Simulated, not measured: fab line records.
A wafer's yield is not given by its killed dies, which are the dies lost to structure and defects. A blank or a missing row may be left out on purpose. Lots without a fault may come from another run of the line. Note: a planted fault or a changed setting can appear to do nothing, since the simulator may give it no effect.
Which of the tools did it?	flow sky130	Sampling: 12 lots, 36 wafers, 3 of 708 route steps

WHAT THE GAUGES READ, wafer by wafer
SKY_VIA3_CD_MEAS_12: the cd target is 200 nm. Usual: 199.7 nm for cd_nm, sd 1.4.
lot	measured	on	cd_nm (nm)	flag
L674	day 39 22:00	cd_sem-01	199.9 199.5 199.4	
L676	day 40 09:17	cd_sem-02	200.6 200.5 199.8	
L679	day 42 07:02	cd_sem-02	200.7 200.6 200.2	
L678	day 42 08:05	cd_sem-02	202.9 202.7 202.5	
L684	day 42 23:23	cd_sem-02	196.9 199.0 197.5	
L685	day 43 10:53	cd_sem-02	200.2 199.2 198.7	
L686	day 43 14:59	cd_sem-01	198.3 199.3 197.6	
L687	day 43 18:08	cd_sem-02	197.6 198.7 199.4	
L688	day 44 01:41	cd_sem-01	201.1 202.2 202.2	
L689	day 44 11:29	cd_sem-01	201.6 199.2 199.0	
L691	day 45 07:34	cd_sem-01	200.6 199.6 198.9	
L696	day 45 18:23	cd_sem-02	200.4 199.5 199.2	

SKY_CAP2M_OVL_MEAS_12. Usual: CAP2M_OVL 0.5 nm, standard deviation 1.5.
lot	measured	on	CAP2M_OVL (nm)	flag
L674	day 40 23:45	overlay-02	-1.5 -0.9 -0.1	
L676	day 41 08:38	overlay-02	1.1 0.1 0.5	
L679	day 43 07:29	overlay-02	-0.2 -0.9 -1.7	
L678	day 43 08:26	overlay-02	-0.2 0.4 0.0	
L684	day 43 23:02	overlay-01	1.1 2.0 0.2	
L685	day 44 11:37	overlay-02	-2.4 -2.9 -3.6	
L686	day 44 15:16	overlay-02	0.7 -1.0 0.2	
L687	day 44 17:32	overlay-02	-1.9 -0.7 -1.6	
L688	day 45 00:25	overlay-01	1.3 3.0 3.1	
L689	day 45 10:55	overlay-01	-0.2 0.9 1.4	
L691	day 46 05:55	overlay-02	1.3 0.8 -0.8	
L696	day 46 16:31	overlay-01	1.1 4.7 3.7	

WHAT TOOL EACH LOT RAN ON (gives the tool, then ch and the chambers of the sampled wafers, and finally the start)
lot	SKY_METAL4_SPUTTER_01
L674	pvd_sputter-03, day 39 23:45
L676	pvd_sputter-03, day 40 10:53
L679	pvd_sputter-04, day 42 08:35
L678	pvd_sputter-04, day 42 09:38
L684	pvd_sputter-03, day 43 01:01
L685	pvd_sputter-03, day 43 12:46
L686	pvd_sputter-03, day 43 16:34
L687	pvd_sputter-03, day 43 19:41
L688	pvd_sputter-01, day 44 03:18
L689	pvd_sputter-03, day 44 13:04
L691	pvd_sputter-04, day 45 09:08
L696	pvd_sputter-04, day 45 19:56
- SKY_METAL4_SPUTTER_01: material TiN, target thk 20 nm, time 16.7 s.

WHAT THE TOOLS THEMSELVES READ (means of the sampled wafers that have a number; where no wafer has one, the mark that the record gives instead)
SKY_METAL4_SPUTTER_01. Usual: chamber_pressure_pa 0.3999 Pa, standard deviation 0.00081; throttle_valve_pct 30.4 %, standard deviation 0.69.
lot	tool	chamber_pressure_pa (Pa)	throttle_valve_pct (%)	flag
L674	pvd_sputter-03	0.4003	30.8	
L676	pvd_sputter-03	0.4001	30.9	
L679	pvd_sputter-04	0.3997	30.6	
L678	pvd_sputter-04	0.4006	30.6	
L684	pvd_sputter-03	0.3999	30.4	
L685	pvd_sputter-03	0.3992	30.7	
L686	pvd_sputter-03	0.3998	30.0	
L687	pvd_sputter-03	0.3704	31.8	OFF
L688	pvd_sputter-01	0.4000	29.4	
L689	pvd_sputter-03	0.3705	31.8	OFF
L691	pvd_sputter-04	0.3999	30.2	
L696	pvd_sputter-04	0.3999	30.7	

THE ANSWER, worked out from the rows above alone
Rule: a lot counts as off when the mean over its wafers that have a number is more than 3 standard deviations away from the usual mean. A lot without any number at a reading at which 4 lots or more have one is off too. All remaining lots with rows at the step are treated as sound. Order of review: gauges by route order, followed by the tools' own readings, for which a lot's mean as printed above is used. The first step at which some lot is off is used, and at that step the reading that is off furthest; a lot without a number counts as furthest.
Off at SKY_METAL4_SPUTTER_01 (chamber_pressure_pa): L687, L689.
If a tool, at that step or one of the process steps before it, ran each lot that is off and ran no sound lot following the first of them, it fits. One candidate fits, namely pvd_sputter-03 at SKY_METAL4_SPUTTER_01. Its last sound lot is L686 (day 43 16:34), its first lot that is off L687 (day 43 19:41): a fault that began between those two fits.
The tool's own readings at SKY_METAL4_SPUTTER_01 bear it out: on the lots that are off they differ by more than 5 times the standard deviation of the sound lots' means. chamber_pressure_pa reads 0.3705 Pa there against 0.3999 Pa on the sound lots.

WHAT HAD BEEN PUT IN BY THE SIMULATOR
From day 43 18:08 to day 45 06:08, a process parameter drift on pvd_sputter-03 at SKY_METAL4_SPUTTER_01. From 0.4, the setting chamber_pressure_pa moved by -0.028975. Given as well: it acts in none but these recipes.
Struck lots among those shown: L687, L689. Same finding as the rule above.
